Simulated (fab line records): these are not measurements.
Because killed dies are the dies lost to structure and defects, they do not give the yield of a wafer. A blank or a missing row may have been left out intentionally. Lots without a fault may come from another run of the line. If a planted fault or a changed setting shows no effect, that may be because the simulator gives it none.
Chamber matching    flow sfq_line    SFQ_TRILAYER_I6_CMP_CMP_166 on cmp-01: 4 sister chambers
The step polishes SiO2. 4 wafers are shown with their chamber, then 7 later ones without.

## WAFERS PAIRED WITH THEIR CHAMBERS
wafer   chamber  motor_current_A (A)
L119.2  0        8.8
L119.6  1        10.1
L130.1  3        10.3
L130.4  2        9.7

## WAFERS WITHOUT THEIR CHAMBER
wafer   motor_current_A (A)
L130.5  9.9
L135.1  8.9
L135.4  9.6
L135.6  9.1
L136.1  9.1
L136.2  10.3
L136.6  9.8

## THE CHAMBER EACH PASSED THROUGH
wafer    from the rows above            in truth
L130.5   can't be placed: 1 or 2 or 3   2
L135.1   0                              0
L135.4   2                              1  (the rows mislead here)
L135.6   can't be placed: 0 or 2        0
L136.1   can't be placed: 0 or 2        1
L136.2   can't be placed: 3 or 1        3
L136.6   can't be placed: 2 or 1        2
Correctly placed: 1 of 7. From these rows, 5 cannot be placed; in 4 the true chamber is one of the candidates. Placed wrongly: 1.
How it was worked out, from the rows above alone: a wafer's distance from a chamber is the root of the sum, over the readings, of the square of ((its reading less the chamber's mean) divided by the reading's scatter). If the next closest chamber is less than 2 further off than the closest, the wafer can't be placed; otherwise it belongs to the closest. Each chamber's mean is taken over the wafers shown for it. The scatter (one wafer shown for each chamber): square how far every hidden wafer sits from the nearest shown wafer, average those squares and take the square root.
